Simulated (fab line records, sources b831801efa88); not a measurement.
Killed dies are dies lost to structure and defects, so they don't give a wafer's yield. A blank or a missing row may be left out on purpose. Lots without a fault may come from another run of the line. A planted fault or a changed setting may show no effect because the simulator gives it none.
Which tool did it? | flow gf180mcu | 24 lots, 72 wafers sampled, at 5 steps of a route of 602

WHAT THE GAUGES READ, wafer by wafer
GF_M4_CD_MEAS_14: target cd 280 nm.
lot  | measured     | on        | cd_nm (nm)
L074 | day 23 05:38 | cd_sem-01 | 279.8 278.6 278.3
L075 | day 23 16:11 | cd_sem-01 | 280.5 279.4 279.5
L076 | day 24 01:50 | cd_sem-02 | 278.6 278.5 277.8
L077 | day 24 03:44 | cd_sem-01 | 280.5 281.2 281.9
L078 | day 24 21:08 | cd_sem-02 | 279.4 278.7 278.0
L079 | day 25 02:26 | cd_sem-01 | 277.6 278.4 278.1
L080 | day 25 12:32 | cd_sem-01 | 283.3 282.1 282.4
L081 | day 26 05:12 | cd_sem-02 | 279.0 278.2 278.3
L082 | day 26 07:22 | cd_sem-01 | 280.2 280.1 280.6
L083 | day 26 16:28 | cd_sem-01 | 278.8 278.9 279.6
L084 | day 27 00:33 | cd_sem-01 | 280.4 280.1 280.3
L085 | day 27 05:34 | cd_sem-01 | 279.0 279.9 279.3
L086 | day 27 13:59 | cd_sem-01 | 280.3 280.5 280.9
L087 | day 27 16:34 | cd_sem-01 | 279.5 279.8 279.3
L088 | day 28 03:08 | cd_sem-01 | 279.4 280.2 279.6
L089 | day 28 06:34 | cd_sem-01 | 281.1 280.7 280.2
L090 | day 28 12:53 | cd_sem-01 | 280.1 279.7 280.6
L091 | day 28 19:23 | cd_sem-01 | 281.0 280.9 280.1
L092 | day 29 00:04 | cd_sem-02 | 278.8 279.6 279.2
L093 | day 29 11:46 | cd_sem-01 | 280.9 282.4 282.5
L094 | day 29 18:10 | cd_sem-01 | 280.5 280.8 279.2
L095 | day 30 02:59 | cd_sem-02 | 282.3 282.7 281.8
L096 | day 30 06:53 | cd_sem-01 | 280.6 280.0 280.3
L097 | day 30 09:47 | cd_sem-01 | 280.8 281.3 280.1

WHICH TOOL RAN EACH LOT (tool, then ch and the chambers of the sampled wafers, then the start)
lot  | GF_V2_CMP_26                  | GF_M3_SPUTTER_01             | GF_V3_CVD_02                    | GF_V3_CMP_04
L074 | cmp-02 ch 0,2,3, day 20 04:21 | pvd_sputter-02, day 20 04:39 | pecvd-02 ch 0,1,2, day 21 05:26 | cmp-02 ch 0,3, day 21 05:37
L075 | cmp-01 ch 1,2,3, day 20 14:59 | pvd_sputter-01, day 20 15:17 | pecvd-02 ch 0,1, day 21 16:40   | cmp-01 ch 0,2,3, day 21 16:48
L076 | cmp-02 ch 1,2,3, day 21 00:42 | pvd_sputter-02, day 21 01:03 | pecvd-02 ch 1,2, day 22 01:41   | cmp-02 ch 0,1,2, day 22 01:49
L077 | cmp-02 ch 0,2,3, day 21 04:36 | pvd_sputter-01, day 21 04:57 | pecvd-02 ch 0,1,2, day 22 05:08 | cmp-01 ch 0,1,3, day 22 05:16
L078 | cmp-01 ch 0,3, day 21 22:12   | pvd_sputter-03, day 21 22:36 | pecvd-03 ch 0,2, day 22 23:11   | cmp-01 ch 0,1,3, day 22 23:22
L079 | cmp-02 ch 0,1, day 22 03:32   | pvd_sputter-02, day 22 03:56 | pecvd-02 ch 0,1, day 23 03:56   | cmp-02 ch 0,1,3, day 23 04:10
L080 | cmp-01 ch 0,2,3, day 22 15:19 | pvd_sputter-01, day 22 15:37 | pecvd-04 ch 0,1, day 23 15:37   | cmp-02 ch 0,1,3, day 23 15:53
L081 | cmp-02 ch 0,3, day 23 08:38   | pvd_sputter-01, day 23 09:02 | pecvd-02 ch 0,2, day 24 08:11   | cmp-02 ch 2,3, day 24 08:19
L082 | cmp-01 ch 1,2,3, day 23 11:26 | pvd_sputter-02, day 23 11:50 | pecvd-04 ch 0,1, day 24 11:11   | cmp-02 ch 0,1,3, day 24 11:22
L083 | cmp-02 ch 0,2, day 23 20:26   | pvd_sputter-03, day 23 20:50 | pecvd-02 ch 0,1,2, day 24 20:13 | cmp-02 ch 0,2,3, day 24 20:24
L084 | cmp-02 ch 0,1,3, day 24 05:50 | pvd_sputter-03, day 24 06:08 | pecvd-04 ch 1,2, day 25 04:50   | cmp-01 ch 1,3, day 25 05:01
L085 | cmp-01 ch 1,2, day 24 11:38   | pvd_sputter-03, day 24 12:02 | pecvd-04 ch 0,1,2, day 25 10:47 | cmp-02 ch 1,2, day 25 10:58
L086 | cmp-01 ch 0,1,2, day 24 18:20 | pvd_sputter-01, day 24 18:44 | pecvd-03 ch 1,2, day 25 17:59   | cmp-01 ch 0,2,3, day 25 18:07
L087 | cmp-02 ch 0,1,3, day 24 23:32 | pvd_sputter-01, day 24 23:50 | pecvd-04 ch 1,2, day 25 22:20   | cmp-02 ch 0,2,3, day 25 22:28
L088 | cmp-01 ch 1,2,3, day 25 10:46 | pvd_sputter-03, day 25 11:10 | pecvd-02 ch 0,1, day 26 09:00   | cmp-02 ch 0,1,2, day 26 09:13
L089 | cmp-01 ch 1,2,3, day 25 14:55 | pvd_sputter-01, day 25 15:19 | pecvd-04 ch 1,2, day 26 13:38   | cmp-01 ch 2,3, day 26 13:46
L090 | cmp-01 ch 2,3, day 25 21:53   | pvd_sputter-01, day 25 22:14 | pecvd-04 ch 0,1, day 26 19:41   | cmp-02 ch 0,1, day 26 19:49
L091 | cmp-02 ch 0,1, day 26 05:03   | pvd_sputter-01, day 26 05:27 | pecvd-04 ch 0,1, day 27 03:22   | cmp-02 ch 1,3, day 27 03:43
L092 | cmp-02 ch 0,1,3, day 26 09:36 | pvd_sputter-01, day 26 10:00 | pecvd-04 ch 0,1, day 27 07:26   | cmp-02 ch 0,2, day 27 07:34
L093 | cmp-02 ch 0,2,3, day 26 21:05 | pvd_sputter-01, day 26 21:20 | pecvd-02 ch 1,2, day 27 18:25   | cmp-02 ch 0,3, day 27 18:36
L094 | cmp-02 ch 0,2,3, day 27 06:12 | pvd_sputter-01, day 27 06:36 | pecvd-03 ch 0,1, day 28 02:53   | cmp-02 ch 0,1,3, day 28 03:01
L095 | cmp-02 ch 0,1, day 27 11:59   | pvd_sputter-01, day 27 12:23 | pecvd-03 ch 0,2, day 28 07:56   | cmp-02 ch 1,3, day 28 12:02
L096 | cmp-02 ch 0,3, day 27 16:34   | pvd_sputter-03, day 27 16:55 | pecvd-03 ch 0,1,2, day 28 13:26 | cmp-02 ch 0,3, day 28 14:44
L097 | cmp-02 ch 0,1, day 27 22:10   | pvd_sputter-01, day 27 22:34 | pecvd-04 ch 0,2, day 28 17:44   | cmp-02 ch 0,1,3, day 28 18:19
- GF_V2_CMP_26: polishes, stops on SiO2, t overpolish 15 s, target thk 0 nm.
- GF_M3_SPUTTER_01: material TiN, target thk 30 nm, time 25 s.
- GF_V3_CVD_02: deposits SiO2 from TEOS, target thk 850 nm, time 94.851 s.
- GF_V3_CMP_04: polishes SiO2.

WHAT THE TOOLS THEMSELVES READ (means of the sampled wafers that have a number; where no wafer has one, the mark that the record gives instead)
GF_V2_CMP_26.
lot  | tool   | motor_current_A (A) | overpolish_run_s (s) | time_to_endpoint_s (s)
L074 | cmp-02 | 11.4                | 15.002               | 77
L075 | cmp-01 | 11.9                | 15.000               | 86
L076 | cmp-02 | 12.3                | 14.996               | 77
L077 | cmp-02 | 11.2                | 14.997               | 77
L078 | cmp-01 | 11.1                | 15.002               | 82
L079 | cmp-02 | 12.7                | 15.006               | 84
L080 | cmp-01 | 11.4                | 15.000               | 82
L081 | cmp-02 | 10.6                | 15.008               | 78
L082 | cmp-01 | 12.0                | 15.001               | 83
L083 | cmp-02 | 11.4                | 15.007               | 83
L084 | cmp-02 | 11.5                | 14.998               | 87
L085 | cmp-01 | 12.0                | 15.001               | 88
L086 | cmp-01 | 11.1                | 14.999               | 89
L087 | cmp-02 | 11.4                | 15.007               | 83
L088 | cmp-01 | 12.1                | 14.998               | 80
L089 | cmp-01 | 12.0                | 14.996               | 83
L090 | cmp-01 | 12.1                | 15.001               | 79
L091 | cmp-02 | 12.2                | 14.991               | 82
L092 | cmp-02 | 11.7                | 15.002               | 82
L093 | cmp-02 | 11.3                | 14.998               | 82
L094 | cmp-02 | 11.4                | 15.000               | 82
L095 | cmp-02 | 12.2                | 14.994               | 82
L096 | cmp-02 | 10.6                | 15.007               | 81
L097 | cmp-02 | 12.0                | 14.997               | 86

GF_M3_SPUTTER_01.
lot  | tool           | cathode_dc_power_W (W) | throttle_valve_pct (%)
L074 | pvd_sputter-02 | 6500.2                 | 31.2
L075 | pvd_sputter-01 | 6499.2                 | 29.7
L076 | pvd_sputter-02 | 6498.5                 | 31.9
L077 | pvd_sputter-01 | 6499.9                 | 29.9
L078 | pvd_sputter-03 | 6500.4                 | 29.3
L079 | pvd_sputter-02 | 6499.4                 | 31.2
L080 | pvd_sputter-01 | 6500.6                 | 29.8
L081 | pvd_sputter-01 | 6498.0                 | 30.4
L082 | pvd_sputter-02 | 6499.2                 | 30.3
L083 | pvd_sputter-03 | 6500.5                 | 28.7
L084 | pvd_sputter-03 | 6500.2                 | 29.3
L085 | pvd_sputter-03 | 6500.3                 | 28.8
L086 | pvd_sputter-01 | 6498.9                 | 30.0
L087 | pvd_sputter-01 | 6500.1                 | 29.9
L088 | pvd_sputter-03 | 6500.5                 | 28.7
L089 | pvd_sputter-01 | 6499.7                 | 29.9
L090 | pvd_sputter-01 | 6500.1                 | 30.3
L091 | pvd_sputter-01 | 6499.7                 | 29.9
L092 | pvd_sputter-01 | 6498.3                 | 29.8
L093 | pvd_sputter-01 | 6500.3                 | 30.0
L094 | pvd_sputter-01 | 6500.3                 | 30.2
L095 | pvd_sputter-01 | 6500.7                 | 29.7
L096 | pvd_sputter-03 | 6500.5                 | 29.5
L097 | pvd_sputter-01 | 6501.3                 | 30.1

GF_V3_CVD_02.
lot  | tool     | heater_power_w (W)
L074 | pecvd-02 | 625
L075 | pecvd-02 | 690
L076 | pecvd-02 | 663
L077 | pecvd-02 | 621
L078 | pecvd-03 | 657
L079 | pecvd-02 | 634
L080 | pecvd-04 | 670
L081 | pecvd-02 | 548
L082 | pecvd-04 | 597
L083 | pecvd-02 | 625
L084 | pecvd-04 | 668
L085 | pecvd-04 | 580
L086 | pecvd-03 | 546
L087 | pecvd-04 | 673
L088 | pecvd-02 | 685
L089 | pecvd-04 | 667
L090 | pecvd-04 | 655
L091 | pecvd-04 | 612
L092 | pecvd-04 | 676
L093 | pecvd-02 | 651
L094 | pecvd-03 | 740
L095 | pecvd-03 | 615
L096 | pecvd-03 | 663
L097 | pecvd-04 | 638

GF_V3_CMP_04.
lot  | tool   | motor_current_A (A) | time_to_endpoint_s (s)
L074 | cmp-02 | 11.8                | 73
L075 | cmp-01 | 13.0                | 72
L076 | cmp-02 | 12.5                | 71
L077 | cmp-01 | 12.0                | 76
L078 | cmp-01 | 11.8                | 79
L079 | cmp-02 | 12.8                | 76
L080 | cmp-02 | 12.8                | 77
L081 | cmp-02 | 12.5                | 76
L082 | cmp-02 | 12.9                | 75
L083 | cmp-02 | 12.1                | 82
L084 | cmp-01 | 12.3                | 73
L085 | cmp-02 | 14.0                | 77
L086 | cmp-01 | 13.0                | 67
L087 | cmp-02 | 12.4                | 74
L088 | cmp-02 | 12.9                | 77
L089 | cmp-01 | 13.5                | 73
L090 | cmp-02 | 12.6                | 83
L091 | cmp-02 | 13.1                | 77
L092 | cmp-02 | 12.7                | 77
L093 | cmp-02 | 11.7                | 73
L094 | cmp-02 | 12.9                | 75
L095 | cmp-02 | 13.8                | 77
L096 | cmp-02 | 11.9                | 78
L097 | cmp-02 | 12.4                | 75

THE ANSWER, worked out from the rows above alone
Rule: what is usual is taken from the lots themselves. Put in order of their means at a reading, lots are off if they are a third of the lots or fewer, leave a main group of 4 or more, and stand apart from it by a gap of 3 or more times the standard deviation of the main group's means; of several such gaps the widest counts. A main group whose means are all the same, to the digits that the tables above print for the reading, isn't used. A lot without any number at a reading at which 4 lots or more have one is off too. The other lots that the step has rows for count as sound. The gauges are gone through in route order, then the tools' own readings, and for those a lot's mean is taken as printed above. The first step at which some lot is off is used, and at that step the reading that is off furthest; a lot without a number counts as furthest.
No lot is off at any reading shown: from this, nothing can be told.

WHAT THE SIMULATOR HAD PUT IN
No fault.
